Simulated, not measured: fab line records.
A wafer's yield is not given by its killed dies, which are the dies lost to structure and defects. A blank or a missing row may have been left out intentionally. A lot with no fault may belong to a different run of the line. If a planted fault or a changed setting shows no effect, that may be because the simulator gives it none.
fab line records    flow gf180mcu    part 1 of 2: steps 1 to 27 of 36
record: lots: 5  wafers: 15  lastDay: 34
route steps=602 shown LVPWELL@138 MVPSD@139 VT_IMPLANT@140 DUAL_GATE@141 POLY_GATE@157
lots with no fault: from the same line, run without faults
startH: hours from the record's first day to the start of the lot's first wafer shown    waitH: how many hours have passed since the lot's step before this one    " the same as in the row above    L1.1+2: a single row standing in for several wafers    - either no value or no given start    * or withheld: withheld    < > ~ a bound
route shown NAME@n: names a module that has steps shown in the file, with the first one's number in the route    usual: average and standard deviation across the fault-free wafers    same: alike in all rows    chamber/n: place in a boat    sites: readings site by site    _std_site: standard deviation across them    _edge_site: the outer-site mean with the inner-site mean subtracted    radiusMm: how far each site lies from the wafer's centre    mask NAME#n: copy n    behind: the tool/chamber that last shaped the wafer    hold: cause of the lot's hold/its duration in hours/its outcome    device: the transistor (n, p or np) that didn't switch    end of line: the same wafers' tests at the end of the route    a step with no rows: only its recipe    killed: dies lost to structure and defects at the first sort, not the wafer's yield    map: dies across one wafer; x = killed, . = not, _ = none there
set.NAME: the setting the step ran with; set.NAME@STEP: the setting that earlier step ran with    model.NAME: the simulator's own value behind a step, which no gauge read
certain route steps with their lots: each step a table, each wafer a row
services: from which hour (startH, from the record's first day; less than 0 if before it) a tool's chamber was out of use, for how many hours, and why
== steps ==
step: GF_VT_IMPLANT_RS_MEAS_48
recipe: thkMeasGauge: four-point-probe
usual: LVPWELL_RS: 1197/3.1
lot.wafer  tool          chamber  startH  waitH  LVPWELL_RS[ohm/sq]
L078.2     filmMetro-01  -        185.56  0.1    1196
L078.3     "             -        "       "      1193
L078.5     "             -        "       "      1195
L082.1     filmMetro-04  -        211.97  0.1    1196
L082.4     "             -        "       "      1195
L082.5     "             -        "       "      1199
L087.2     filmMetro-03  -        249.12  0.1    1196
L087.4     "             -        "       "      1194
L087.6     "             -        "       "      1196
L094.1     filmMetro-01  -        295.20  0.1    1193
L094.5     "             -        "       "      1192
L094.6     "             -        "       "      1194
L095.1     filmMetro-04  -        304.05  0.1    1199
L095.4     "             -        "       "      1195
L095.5     "             -        "       "      1195
step: GF_VT_IMPLANT_RS_MEAS_49
recipe: thkMeasGauge: four-point-probe
usual: MVPSD_RS: 1169/3.3
lot.wafer  tool          chamber  startH  waitH  MVPSD_RS[ohm/sq]
L078.2     filmMetro-01  -        185.68  0.1    1175
L078.3     "             -        "       "      1173
L078.5     "             -        "       "      1173
L082.1     filmMetro-04  -        212.09  0.1    1171
L082.4     "             -        "       "      1169
L082.5     "             -        "       "      1172
L087.2     filmMetro-03  -        249.24  0.1    1168
L087.4     "             -        "       "      1165
L087.6     "             -        "       "      1165
L094.1     filmMetro-01  -        295.32  0.1    1165
L094.5     "             -        "       "      1168
L094.6     "             -        "       "      1166
L095.1     filmMetro-04  -        304.17  0.1    1170
L095.4     "             -        "       "      1173
L095.5     "             -        "       "      1169
step: GF_VT_IMPLANT_WET_ETCH_50
recipe: chemistry: dHF  targetDepthNm: 20  target: SiO2  tempC: 25  dilution: 100:1  timeS: 400
lot.wafer   tool         chamber  startH  waitH
L078.2+3+5  wetBench-01  1        185.78  0.1
L082.1+4+5  wetBench-04  3        212.21  0.1
L087.2+4+6  wetBench-01  3        249.34  0.1
L094.1+5+6  wetBench-01  3        295.44  0.1
L095.1+4+5  wetBench-03  3        304.29  0.1
step: GF_DUAL_GATE_CLEAN_00
recipe: chemistry: SC1/SC2  mix: 1:4:20  tempC: 70  timeS: 150
lot.wafer   tool         chamber  startH  waitH
L078.2+3+5  wetBench-03  2        185.90  0.0
L082.1+4+5  wetBench-04  3        212.33  0.0
L087.2+4+6  wetBench-04  0        249.47  0.0
L094.1+5+6  wetBench-03  1        295.57  0.0
L095.1+4+5  wetBench-03  0        304.42  0.0
step: GF_DUAL_GATE_CLEAN_01
recipe: chemistry: dHF  timeS: 20  dilution: 100:1  dry: ipaMarangoni
lot.wafer   tool         chamber  startH  waitH
L078.2+3+5  wetBench-04  3        185.95  0.0
L082.1+4+5  wetBench-03  3        212.38  0.0
L087.2+4+6  wetBench-01  1        249.52  0.0
L094.1+5+6  wetBench-01  2        295.62  0.0
L095.1+4+5  wetBench-03  0        304.47  0.0
step: GF_DUAL_GATE_OXIDATION_02
recipe: tempC: 900  ambient: O2  stabiliseS: 600  purgeS: 300  targetThkA: 108.87  oxTimeS: 1602
usual: spikeTcTopC: 907/6
lot.wafer  tool        chamber  startH  waitH  spikeTcTopC
L078.2     furnace-01  0        187.74  1.8    911
L078.3     "           0        "       "      913
L078.5     "           0        "       "      913
L082.1     furnace-02  0        213.13  0.7    902
L082.4     "           0        "       "      902
L082.5     "           0        "       "      901
L087.2     furnace-02  0        249.54  0.0    902
L087.4     "           0        "       "      902
L087.6     "           0        "       "      902
L094.1     furnace-02  0        296.74  1.1    900
L094.5     "           0        "       "      903
L094.6     "           0        "       "      900
L095.1     furnace-02  0        304.49  0.0    900
L095.4     "           0        "       "      902
L095.5     "           0        "       "      903
step: GF_DUAL_GATE_THK_MEAS_03
recipe: reads: SiO2_of_DUAL_GATE_OXIDATION_02
usual: DUAL_GATE_OXIDATION_00_THK: 10.97/0.24
lot.wafer  tool          chamber  startH  waitH  DUAL_GATE_OXIDATION_00_THK[nm]
L078.2     filmMetro-02  -        189.20  0.0    11.33
L078.3     "             -        "       "      11.08
L078.5     "             -        "       "      11.08
L082.1     filmMetro-03  -        214.57  0.0    10.70
L082.4     "             -        "       "      10.69
L082.5     "             -        "       "      10.80
L087.2     filmMetro-02  -        250.99  0.0    11.11
L087.4     "             -        "       "      11.14
L087.6     "             -        "       "      11.13
L094.1     filmMetro-02  -        298.19  0.0    10.77
L094.5     "             -        "       "      10.68
L094.6     "             -        "       "      10.82
L095.1     filmMetro-02  -        305.93  0.0    10.75
L095.4     "             -        "       "      10.92
L095.5     "             -        "       "      11.03
step: GF_DUAL_GATE_DEHYDRATE_04
recipe: tempC: 200  timeS: 60
usual: resistLineTempC: 23.02/0.11
lot.wafer  tool           chamber  startH  waitH  resistLineTempC
L078.2     lithoTrack-02  0        197.18  8.0    22.92
L078.3     "              0        "       "      22.95
L078.5     "              0        "       "      22.87
L082.1     lithoTrack-02  0        222.51  7.9    23.06
L082.4     "              0        "       "      23.15
L082.5     "              0        "       "      23.05
L087.2     lithoTrack-03  0        258.79  7.8    23.19
L087.4     "              0        "       "      23.10
L087.6     "              0        "       "      22.97
L094.1     lithoTrack-04  0        307.83  9.6    22.92
L094.5     "              0        "       "      22.98
L094.6     "              0        "       "      22.86
L095.1     lithoTrack-03  0        315.36  9.4    22.88
L095.4     "              0        "       "      22.95
L095.5     "              0        "       "      22.91
step: GF_DUAL_GATE_HMDS_05
recipe: primeTimeS: 60  primeTempC: 120
usual: resistLineTempC: 23.01/0.11
lot.wafer  tool           chamber  startH  waitH  resistLineTempC
L078.2     lithoTrack-02  0        197.33  0.1    23.02
L078.3     "              0        "       "      23.20
L078.5     "              0        "       "      23.09
L082.1     lithoTrack-02  0        222.66  0.1    22.91
L082.4     "              0        "       "      23.03
L082.5     "              0        "       "      22.82
L087.2     lithoTrack-03  0        258.94  0.1    23.01
L087.4     "              0        "       "      23.04
L087.6     "              0        "       "      23.11
L094.1     lithoTrack-04  0        307.98  0.1    23.10
L094.5     "              0        "       "      23.02
L094.6     "              0        "       "      23.00
L095.1     lithoTrack-03  0        315.51  0.1    23.06
L095.4     "              0        "       "      22.98
L095.5     "              0        "       "      23.02
step: GF_DUAL_GATE_COAT_06
recipe: resist: NOVOLAK  spinRpm: 3000  resistThkNm: 1000
usual: resistLineTempC: 23.01/0.097
lot.wafer  tool           chamber  startH  waitH  resistLineTempC
L078.2     lithoTrack-02  0        197.48  0.1    23.02
L078.3     "              0        "       "      22.92
L078.5     "              0        "       "      23.01
L082.1     lithoTrack-02  0        222.81  0.1    23.08
L082.4     "              0        "       "      23.01
L082.5     "              0        "       "      23.02
L087.2     lithoTrack-03  0        259.09  0.1    22.97
L087.4     "              0        "       "      23.02
L087.6     "              0        "       "      22.93
L094.1     lithoTrack-04  0        308.13  0.1    23.02
L094.5     "              0        "       "      23.07
L094.6     "              0        "       "      22.91
L095.1     lithoTrack-03  0        315.66  0.1    22.92
L095.4     "              0        "       "      23.09
L095.5     "              0        "       "      22.91
step: GF_DUAL_GATE_SOFTBAKE_07
recipe: tempC: 90  timeS: 60  resist: NOVOLAK
usual: resistLineTempC: 23.00/0.13
lot.wafer  tool           chamber  startH  waitH  resistLineTempC
L078.2     lithoTrack-02  0        197.63  0.1    22.83
L078.3     "              0        "       "      22.87
L078.5     "              0        "       "      23.22
L082.1     lithoTrack-02  0        222.96  0.1    22.83
L082.4     "              0        "       "      22.90
L082.5     "              0        "       "      22.79
L087.2     lithoTrack-03  0        259.24  0.1    23.00
L087.4     "              0        "       "      22.99
L087.6     "              0        "       "      23.04
L094.1     lithoTrack-04  0        308.28  0.1    22.87
L094.5     "              0        "       "      23.00
L094.6     "              0        "       "      22.99
L095.1     lithoTrack-03  0        315.81  0.1    23.29
L095.4     "              0        "       "      23.14
L095.5     "              0        "       "      23.00
step: GF_DUAL_GATE_EXPOSE_08
recipe: maskId: Dualgate  targetCdNm: 700  na: 0.6  sourceShape: conventional  sigmaOuter: 0.6  doseMj: 140
usual: focusOffsetNm: -0.1/0.5
lot.wafer  tool             chamber  startH  waitH  mask        focusOffsetNm
L078.2     ilineStepper-02  0        -       -      Dualgate#0  0.1
L078.3     "                0        "       "      Dualgate#0  0.0
L078.5     "                0        "       "      Dualgate#0  0.0
L082.1     ilineStepper-01  0        -       -      Dualgate#0  -0.6
L082.4     "                0        "       "      Dualgate#0  -0.3
L082.5     "                0        "       "      Dualgate#0  -0.6
L087.2     ilineStepper-02  0        -       -      Dualgate#0  0.5
L087.4     "                0        "       "      Dualgate#0  1.1
L087.6     "                0        "       "      Dualgate#0  1.0
L094.1     ilineStepper-01  0        -       -      Dualgate#0  -0.1
L094.5     "                0        "       "      Dualgate#0  0.4
L094.6     "                0        "       "      Dualgate#0  -0.3
L095.1     ilineStepper-02  0        -       -      Dualgate#0  0.9
L095.4     "                0        "       "      Dualgate#0  0.6
L095.5     "                0        "       "      Dualgate#0  0.7
step: GF_DUAL_GATE_PEB_09
recipe: tempC: withheld  timeS: *  resist: NOVOLAK
usual: resistLineTempC: *
lot.wafer  tool           chamber  startH  waitH  resistLineTempC
L078.2     lithoTrack-04  0        -       -      *
L078.3     "              0        "       "      *
L078.5     "              0        "       "      *
L082.1     lithoTrack-02  0        -       -      *
L082.4     "              0        "       "      *
L082.5     "              0        "       "      *
L087.2     lithoTrack-03  0        -       -      *
L087.4     "              0        "       "      *
L087.6     "              0        "       "      *
L094.1     lithoTrack-03  0        -       -      *
L094.5     "              0        "       "      *
L094.6     "              0        "       "      *
L095.1     lithoTrack-03  0        -       -      *
L095.4     "              0        "       "      *
L095.5     "              0        "       "      *
step: GF_DUAL_GATE_DEVELOP_10
recipe: developTimeS: 60  devTempC: 23
usual: resistLineTempC: 23.01/0.095
lot.wafer  tool           chamber  startH  waitH  resistLineTempC
L078.2     lithoTrack-04  0        205.40  0.1    22.91
L078.3     "              0        "       "      22.87
L078.5     "              0        "       "      23.00
L082.1     lithoTrack-02  0        231.76  0.1    23.01
L082.4     "              0        "       "      23.13
L082.5     "              0        "       "      23.15
L087.2     lithoTrack-03  0        268.84  0.1    22.95
L087.4     "              0        "       "      23.09
L087.6     "              0        "       "      23.08
L094.1     lithoTrack-03  0        318.11  0.1    23.03
L094.5     "              0        "       "      23.13
L094.6     "              0        "       "      23.11
L095.1     lithoTrack-03  0        326.11  0.1    23.10
L095.4     "              0        "       "      23.07
L095.5     "              0        "       "      23.01
step: GF_DUAL_GATE_OVL_MEAS_11
usual: DUAL_GATE_OVL: 0.3/1.1
lot.wafer  tool        chamber  startH  waitH  DUAL_GATE_OVL[nm]
L078.2     overlay-01  -        205.54  0.1    0.9
L078.3     "           -        "       "      -0.2
L078.5     "           -        "       "      0.4
L082.1     overlay-02  -        231.91  0.1    1.1
L082.4     "           -        "       "      1.7
L082.5     "           -        "       "      1.9
L087.2     overlay-01  -        268.97  0.1    -1.2
L087.4     "           -        "       "      -1.6
L087.6     "           -        "       "      -0.5
L094.1     overlay-02  -        318.26  0.1    0.7
L094.5     "           -        "       "      -0.4
L094.6     "           -        "       "      -0.1
L095.1     overlay-02  -        326.26  0.1    0.9
L095.4     "           -        "       "      0.8
L095.5     "           -        "       "      -0.9
step: GF_DUAL_GATE_WET_ETCH_12
recipe: chemistry: dHF  targetDepthNm: 13  dry: n2Spin  target: SiO2  tempC: 25  dilution: 100:1  timeS: 260
lot.wafer   tool         chamber  startH  waitH
L078.2+3+5  wetBench-04  2        205.57  0.0
L082.1+4+5  wetBench-01  2        231.94  0.0
L087.2+4+6  wetBench-01  3        269.00  0.0
L094.1+5+6  wetBench-03  0        318.30  0.0
L095.1+4+5  wetBench-03  3        326.30  0.0
step: GF_DUAL_GATE_STRIP_13
recipe: chemistry: O2/N2  powerW: 1400  pressureMtorr: 1500  platenTempC: 250  o2FlowSccm: 3000  n2FlowSccm: 300  overashFraction: 0.5
usual: drypumpMotorCurrentA: 5.5/0.68  heaterPowerW: 332/33  oesProductAu: 0.716/0.0048  stripTimeToEndpointS: 12.62/0.032
lot.wafer  tool            chamber  startH  waitH  drypumpMotorCurrentA  heaterPowerW  oesProductAu  rfHoursCounterH  stripTimeToEndpointS
L078.2     plasmaAsher-04  1        205.65  0.0    5.7                   299           0.708         9                12.58
L078.3     "               0        "       "      4.7                   331           0.720         -                12.59
L078.5     "               1        "       "      5.7                   295           0.714         -                12.58
L082.1     plasmaAsher-04  0        232.02  0.0    4.7                   324           0.725         11               12.62
L082.4     "               0        "       "      4.7                   330           0.711         -                12.64
L082.5     "               1        "       "      5.7                   307           0.720         -                12.59
L087.2     plasmaAsher-04  1        269.08  0.0    5.8                   305           0.717         15               12.63
L087.4     "               0        "       "      4.7                   326           0.712         -                12.66
L087.6     "               1        "       "      5.7                   295           0.715         -                12.62
L094.1     plasmaAsher-02  0        318.40  0.0    5.2                   354           0.710         69               12.58
L094.5     "               0        "       "      5.2                   347           0.710         -                12.56
L094.6     "               1        "       "      6.7                   341           0.724         -                12.60
L095.1     plasmaAsher-02  1        326.39  0.0    6.7                   334           0.723         70               12.59
L095.4     "               0        "       "      5.2                   349           0.717         -                12.56
L095.5     "               1        "       "      6.7                   344           0.714         -                12.63
step: GF_DUAL_GATE_CLEAN_14
recipe: chemistry: SC1/SC2  mix: 1:4:20  tempC: 70  timeS: 150  dry: n2Spin
lot.wafer   tool         chamber  startH  waitH
L078.2+3+5  wetBench-04  3        205.75  0.1
L082.1+4+5  wetBench-04  3        232.12  0.1
L087.2+4+6  wetBench-04  0        269.18  0.1
L094.1+5+6  wetBench-01  2        318.50  0.1
L095.1+4+5  wetBench-03  0        326.49  0.1
step: GF_DUAL_GATE_OXIDATION_15
recipe: tempC: 850  ambient: O2  stabiliseS: 600  purgeS: 300  targetThkA: 70.98  oxTimeS: 1995
usual: spikeTcTopC: 859/5.9
lot.wafer  tool        chamber  startH  waitH  spikeTcTopC
L078.2     furnace-01  0        206.51  0.7    864
L078.3     "           0        "       "      863
L078.5     "           0        "       "      862
L082.1     furnace-02  0        232.85  0.7    853
L082.4     "           0        "       "      852
L082.5     "           0        "       "      853
L087.2     furnace-02  0        269.23  0.0    851
L087.4     "           0        "       "      851
L087.6     "           0        "       "      851
L094.1     furnace-01  0        318.56  0.0    865
L094.5     "           0        "       "      863
L094.6     "           0        "       "      863
L095.1     furnace-02  0        326.55  0.0    853
L095.4     "           0        "       "      853
L095.5     "           0        "       "      851
step: GF_POLY_GATE_CVD_00
recipe: material: poly-Si  targetThkNm: 200  tempC: 620  timeS: 1200  pressureMtorr: 200
usual: spikeTcTopC: 637.3/1.8  susceptorTempC: 620.0/0.32
lot.wafer  tool      chamber  startH  waitH  spikeTcTopC  susceptorTempC
L078.2     lpcvd-02  0        208.07  0.0    635.9        619.9
L078.3     "         0        "       "      634.5        619.7
L078.5     "         0        "       "      634.9        620.0
L082.1     lpcvd-01  1        234.89  0.5    636.6        620.3
L082.4     "         1        "       "      638.5        620.2
L082.5     "         1        "       "      636.7        620.7
L087.2     lpcvd-01  0        270.78  0.0    639.8        619.7
L087.4     "         0        "       "      636.4        619.9
L087.6     "         0        "       "      638.1        620.0
L094.1     lpcvd-02  0        321.07  1.0    633.8        619.0
L094.5     "         0        "       "      636.2        619.4
L094.6     "         0        "       "      635.4        619.4
L095.1     lpcvd-01  1        328.11  0.0    637.2        620.3
L095.4     "         1        "       "      638.3        620.0
L095.5     "         1        "       "      635.1        619.6
step: GF_POLY_GATE_THK_MEAS_01
recipe: reads: poly-Si_of_POLY_GATE_CVD_00
usual: POLY_GATE_CVD_00_THK: 199.8/2.3
lot.wafer  tool          chamber  startH  waitH  POLY_GATE_CVD_00_THK[nm]
L078.2     filmMetro-02  -        209.41  0.0    199.7
L078.3     "             -        "       "      197.8
L078.5     "             -        "       "      199.6
L082.1     filmMetro-04  -        236.23  0.0    198.5
L082.4     "             -        "       "      196.5
L082.5     "             -        "       "      197.8
L087.2     filmMetro-02  -        272.13  0.0    199.8
L087.4     "             -        "       "      198.8
L087.6     "             -        "       "      199.8
L094.1     filmMetro-04  -        322.40  0.0    201.3
L094.5     "             -        "       "      198.6
L094.6     "             -        "       "      199.7
L095.1     filmMetro-02  -        329.44  0.0    198.1
L095.4     "             -        "       "      199.4
L095.5     "             -        "       "      199.0
step: GF_POLY_GATE_DEHYDRATE_02
recipe: tempC: 200  timeS: 60
usual: resistLineTempC: 22.99/0.1
lot.wafer  tool           chamber  startH  waitH  resistLineTempC
L078.2     lithoTrack-04  0        217.15  7.7    22.90
L078.3     "              0        "       "      22.83
L078.5     "              0        "       "      22.89
L082.1     lithoTrack-01  0        245.36  9.1    23.21
L082.4     "              0        "       "      22.96
L082.5     "              0        "       "      23.03
L087.2     lithoTrack-03  0        280.99  8.9    22.92
L087.4     "              0        "       "      22.98
L087.6     "              0        "       "      23.06
L094.1     lithoTrack-04  0        332.68  10.3   22.96
L094.5     "              0        "       "      23.07
L094.6     "              0        "       "      22.95
L095.1     lithoTrack-04  0        339.53  10.1   23.05
L095.4     "              0        "       "      22.85
L095.5     "              0        "       "      23.17
step: GF_POLY_GATE_HMDS_03
recipe: primeTimeS: 60  primeTempC: 120
usual: resistLineTempC: 23.01/0.1
lot.wafer  tool           chamber  startH  waitH  resistLineTempC
L078.2     lithoTrack-04  0        217.30  0.1    22.90
L078.3     "              0        "       "      22.94
L078.5     "              0        "       "      23.02
L082.1     lithoTrack-01  0        245.51  0.1    23.08
L082.4     "              0        "       "      23.09
L082.5     "              0        "       "      23.01
L087.2     lithoTrack-03  0        281.14  0.1    23.07
L087.4     "              0        "       "      23.02
L087.6     "              0        "       "      22.90
L094.1     lithoTrack-04  0        332.83  0.1    22.92
L094.5     "              0        "       "      22.90
L094.6     "              0        "       "      23.04
L095.1     lithoTrack-04  0        339.68  0.1    23.00
L095.4     "              0        "       "      22.98
L095.5     "              0        "       "      22.82
step: GF_POLY_GATE_COAT_04
recipe: resist: BARC  tempC: withheld  timeS: withheld  spinRpm: withheld  resistThkNm: withheld
usual: resistLineTempC: *
lot.wafer  tool           chamber  startH  waitH  resistLineTempC
L078.2     lithoTrack-04  0        217.45  0.1    *
L078.3     "              0        "       "      *
L078.5     "              0        "       "      *
L082.1     lithoTrack-01  0        245.66  0.1    *
L082.4     "              0        "       "      *
L082.5     "              0        "       "      *
L087.2     lithoTrack-03  0        281.29  0.1    *
L087.4     "              0        "       "      *
L087.6     "              0        "       "      *
L094.1     lithoTrack-04  0        332.98  0.1    *
L094.5     "              0        "       "      *
L094.6     "              0        "       "      *
L095.1     lithoTrack-04  0        339.83  0.1    *
L095.4     "              0        "       "      *
L095.5     "              0        "       "      *
step: GF_POLY_GATE_COAT_05
recipe: resist: KrF  spinRpm: withheld  resistThkNm: 700
usual: resistLineTempC: 23.02/0.091
lot.wafer  tool           chamber  startH  waitH  resistLineTempC
L078.2     lithoTrack-04  0        -       -      23.20
L078.3     "              0        "       "      23.10
L078.5     "              0        "       "      23.12
L082.1     lithoTrack-01  0        -       -      23.09
L082.4     "              0        "       "      23.02
L082.5     "              0        "       "      22.96
L087.2     lithoTrack-03  0        -       -      22.99
L087.4     "              0        "       "      23.05
L087.6     "              0        "       "      23.11
L094.1     lithoTrack-04  0        -       -      23.08
L094.5     "              0        "       "      22.99
L094.6     "              0        "       "      22.90
L095.1     lithoTrack-04  0        -       -      23.24
L095.4     "              0        "       "      23.11
L095.5     "              0        "       "      23.16
step: GF_POLY_GATE_SOFTBAKE_06
recipe: tempC: 130  timeS: 60  resist: KrF
usual: resistLineTempC: 22.98/0.13
lot.wafer  tool           chamber  startH  waitH  resistLineTempC
L078.2     lithoTrack-04  0        -       -      22.88
L078.3     "              0        "       "      22.92
L078.5     "              0        "       "      23.01
L082.1     lithoTrack-01  0        -       -      22.94
L082.4     "              0        "       "      22.94
L082.5     "              0        "       "      22.87
L087.2     lithoTrack-03  0        -       -      22.83
L087.4     "              0        "       "      22.87
L087.6     "              0        "       "      22.78
L094.1     lithoTrack-04  0        -       -      22.81
L094.5     "              0        "       "      22.87
L094.6     "              0        "       "      22.81
L095.1     lithoTrack-04  0        -       -      23.03
L095.4     "              0        "       "      23.17
L095.5     "              0        "       "      23.02
step: GF_POLY_GATE_EXPOSE_07
recipe: maskId: Poly2  targetCdNm: 280  na: 0.68  sourceShape: conventional  sigmaOuter: 0.6  doseMj: 28
usual: focusOffsetNm: 0.0/0.51
lot.wafer  tool           chamber  startH  waitH  mask     focusOffsetNm
L078.2     krfScanner-01  0        -       -      Poly2#0  -0.2
L078.3     "              0        "       "      Poly2#0  -0.2
L078.5     "              0        "       "      Poly2#0  0.5
L082.1     krfScanner-01  0        -       -      Poly2#0  0.0
L082.4     "              0        "       "      Poly2#0  -0.1
L082.5     "              0        "       "      Poly2#0  -0.3
L087.2     krfScanner-02  0        -       -      Poly2#0  0.8
L087.4     "              0        "       "      Poly2#0  0.8
L087.6     "              0        "       "      Poly2#0  0.6
L094.1     krfScanner-01  0        -       -      Poly2#0  1.0
L094.5     "              0        "       "      Poly2#0  -0.4
L094.6     "              0        "       "      Poly2#0  0.3
L095.1     krfScanner-02  0        -       -      Poly2#0  0.5
L095.4     "              0        "       "      Poly2#0  0.8
L095.5     "              0        "       "      Poly2#0  0.2
